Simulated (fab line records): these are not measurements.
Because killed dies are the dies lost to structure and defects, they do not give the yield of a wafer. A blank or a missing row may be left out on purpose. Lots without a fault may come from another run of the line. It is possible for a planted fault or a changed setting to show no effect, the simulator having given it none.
Which tool was responsible? :: flow gf180mcu :: 39 wafers from 13 lots sampled at 4 of the route's 602 steps

== WHAT THE GAUGES SHOWED, per wafer ==
GF_POLY_GATE_OVL_MEAS_11.
lot: L189
measured: day 9 13:11
on: overlay-01
POLY_GATE_OVL (nm): -6 2 3

lot: L190
measured: day 9 18:03
on: overlay-02
POLY_GATE_OVL (nm): -4 7 4

lot: L191
measured: day 10 03:38
on: overlay-02
POLY_GATE_OVL (nm): 1 6 3

lot: L192
measured: day 10 10:02
on: overlay-02
POLY_GATE_OVL (nm): 7 -2 3

lot: L194
measured: day 11 00:36
on: overlay-02
POLY_GATE_OVL (nm): 18 9 10

lot: L195
measured: day 11 10:23
on: overlay-01
POLY_GATE_OVL (nm): 6 8 6

lot: L198
measured: day 12 04:56
on: overlay-02
POLY_GATE_OVL (nm): 1 -6 10

lot: L201
measured: day 13 07:44
on: overlay-02
POLY_GATE_OVL (nm): 11 2 5

lot: L206
measured: day 14 13:05
on: overlay-02
POLY_GATE_OVL (nm): 1 -12 5

lot: L207
measured: day 14 20:43
on: overlay-01
POLY_GATE_OVL (nm): 3 1 1

lot: L209
measured: day 15 10:11
on: overlay-02
POLY_GATE_OVL (nm): -3 10 3

lot: L210
measured: day 15 16:56
on: overlay-01
POLY_GATE_OVL (nm): 7 5 4

lot: L211
measured: day 16 01:17
on: overlay-01
POLY_GATE_OVL (nm): 2 -3 4

GF_HV_LDD_OVL_MEAS_20.
lot: L189
measured: day 11 03:35
on: overlay-01
HV_LDD_01_OVL (nm): -0.4 -1.1 -0.2

lot: L190
measured: day 11 10:42
on: overlay-01
HV_LDD_01_OVL (nm): 0.5 -0.3 0.7

lot: L191
measured: day 11 17:47
on: overlay-02
HV_LDD_01_OVL (nm): 2.0 -2.3 0.8

lot: L192
measured: day 12 00:14
on: overlay-02
HV_LDD_01_OVL (nm): 1.1 0.3 1.2

lot: L194
measured: day 12 21:27
on: overlay-02
HV_LDD_01_OVL (nm): -1.4 0.4 -0.1

lot: L195
measured: day 13 06:34
on: overlay-02
HV_LDD_01_OVL (nm): 1.4 1.0 2.0

lot: L198
measured: day 13 23:20
on: overlay-02
HV_LDD_01_OVL (nm): -1.3 2.0 -0.4

lot: L201
measured: day 15 04:49
on: overlay-01
HV_LDD_01_OVL (nm): -0.9 0.0 1.9

lot: L206
measured: day 16 11:53
on: overlay-02
HV_LDD_01_OVL (nm): 0.2 0.6 -0.9

lot: L207
measured: day 16 20:59
on: overlay-01
HV_LDD_01_OVL (nm): 2.7 2.4 1.1

lot: L209
measured: day 17 11:11
on: overlay-02
HV_LDD_01_OVL (nm): -1.2 -0.2 1.8

lot: L210
measured: day 17 15:53
on: overlay-02
HV_LDD_01_OVL (nm): -0.2 0.5 0.3

lot: L211
measured: day 18 00:20
on: overlay-01
HV_LDD_01_OVL (nm): 1.7 1.8 2.9

GF_HV_LDD_TW_MEAS_23.
lot: L189
measured: day 11 03:53
on: filmMetro-02
HV_LDD_2_TW: 1060 1056 1056

lot: L190
measured: day 11 11:01
on: filmMetro-02
HV_LDD_2_TW: 1057 1061 1061

lot: L191
measured: day 11 18:04
on: filmMetro-04
HV_LDD_2_TW: 1053 1053 1056

lot: L192
measured: day 12 00:31
on: filmMetro-02
HV_LDD_2_TW: 1051 1059 1055

lot: L194
measured: day 12 21:44
on: filmMetro-04
HV_LDD_2_TW: 1057 1059 1064

lot: L195
measured: day 13 06:52
on: filmMetro-03
HV_LDD_2_TW: 1049 1052 1051

lot: L198
measured: day 13 23:38
on: filmMetro-03
HV_LDD_2_TW: 1159 1159 1157

lot: L201
measured: day 15 05:07
on: filmMetro-03
HV_LDD_2_TW: 1164 1166 1163

lot: L206
measured: day 16 12:11
on: filmMetro-03
HV_LDD_2_TW: 1052 1047 1054

lot: L207
measured: day 16 21:16
on: filmMetro-03
HV_LDD_2_TW: 1051 1049 1049

lot: L209
measured: day 17 11:28
on: filmMetro-02
HV_LDD_2_TW: 1058 1053 1050

lot: L210
measured: day 17 16:11
on: filmMetro-02
HV_LDD_2_TW: 1058 1055 1065

lot: L211
measured: day 18 00:38
on: filmMetro-02
HV_LDD_2_TW: 1058 1057 1055

== WHAT TOOL EACH LOT RAN ON (gives the tool, then ch and the chambers of the sampled wafers, and finally the start) ==
lot: L189
GF_HV_LDD_IMPLANT_21: implanter-04 ch 0, day 11 03:39

lot: L190
GF_HV_LDD_IMPLANT_21: implanter-02 ch 0, day 11 10:46

lot: L191
GF_HV_LDD_IMPLANT_21: implanter-03 ch 0, day 11 17:50

lot: L192
GF_HV_LDD_IMPLANT_21: implanter-02 ch 0, day 12 00:16

lot: L194
GF_HV_LDD_IMPLANT_21: implanter-02 ch 0, day 12 21:31

lot: L195
GF_HV_LDD_IMPLANT_21: implanter-04 ch 0, day 13 06:37

lot: L198
GF_HV_LDD_IMPLANT_21: implanter-04 ch 0, day 13 23:24

lot: L201
GF_HV_LDD_IMPLANT_21: implanter-04 ch 0, day 15 04:52

lot: L206
GF_HV_LDD_IMPLANT_21: implanter-02 ch 0, day 16 11:56

lot: L207
GF_HV_LDD_IMPLANT_21: implanter-02 ch 0, day 16 21:01

lot: L209
GF_HV_LDD_IMPLANT_21: implanter-03 ch 0, day 17 11:13

lot: L210
GF_HV_LDD_IMPLANT_21: implanter-02 ch 0, day 17 15:56

lot: L211
GF_HV_LDD_IMPLANT_21: implanter-02 ch 0, day 18 00:23
- GF_HV_LDD_IMPLANT_21

== WHAT THE TOOLS THEMSELVES READ (means of the sampled wafers that have a number; where no wafer has one, the mark that the record gives instead) ==
GF_HV_LDD_IMPLANT_21.
lot: L189
tool: implanter-04
beamEnergyKeV: 25.002

lot: L190
tool: implanter-02
beamEnergyKeV: 24.995

lot: L191
tool: implanter-03
beamEnergyKeV: 25.004

lot: L192
tool: implanter-02
beamEnergyKeV: 25.004

lot: L194
tool: implanter-02
beamEnergyKeV: 25.003

lot: L195
tool: implanter-04
beamEnergyKeV: 24.992

lot: L198
tool: implanter-04
beamEnergyKeV: 35.920

lot: L201
tool: implanter-04
beamEnergyKeV: 35.912

lot: L206
tool: implanter-02
beamEnergyKeV: 25.004

lot: L207
tool: implanter-02
beamEnergyKeV: 25.002

lot: L209
tool: implanter-03
beamEnergyKeV: 25.014

lot: L210
tool: implanter-02
beamEnergyKeV: 24.997

lot: L211
tool: implanter-02
beamEnergyKeV: 25.000

== THE ANSWER, worked out from the rows above alone ==
Rule: the lots themselves supply what counts as usual. The widest of any qualifying gaps counts: lots, ordered by their means at a reading, are off when they make up no more than a third of the lots, leave a main group of 4 or more, and stand apart from it by 3 or more times the standard deviation of that group's means. The tables above print the reading to a certain number of digits; a main group whose means all agree to those digits is not used. Also off: a lot with no number at a reading for which 4 or more lots have one. Any other lot the step has rows for is counted as sound. The gauges are gone through in route order, then the tools' own readings, and for those a lot's mean is taken as printed above. At the first step where some lot is off, the reading lying furthest off is the one used; lots without a number count as furthest.
Off: L198, L201, seen at GF_HV_LDD_TW_MEAS_23 (HV_LDD_2_TW). Main group: mean 1055, sd 3.6.
If a tool, at a process step before that reading, ran all the lots that are off and no sound lot after the first of them, it fits. The gauges at GF_HV_LDD_TW_MEAS_23 aren't tried: what is off there is off at GF_HV_LDD_IMPLANT_21 too, on other tools, and a gauge's error can't cause that. One fits: implanter-04 at GF_HV_LDD_IMPLANT_21. A fault onset in the window from L195 (day 13 06:37, its last sound lot) to L198 (day 13 23:24, its first lot off) fits.
On the lots that are off, the tool's own readings at GF_HV_LDD_IMPLANT_21 differ by more than 5 times the standard deviation of the sound lots' means, which bears it out; beamEnergyKeV reads 35.916 there versus 25.002 on the sound lots.

== WHAT HAD BEEN PUT IN BY THE SIMULATOR ==
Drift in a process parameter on implanter-04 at GF_HV_LDD_IMPLANT_21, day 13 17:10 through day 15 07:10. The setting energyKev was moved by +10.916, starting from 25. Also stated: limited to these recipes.
Lots struck among those shown: L198, L201. The rule above found the same.
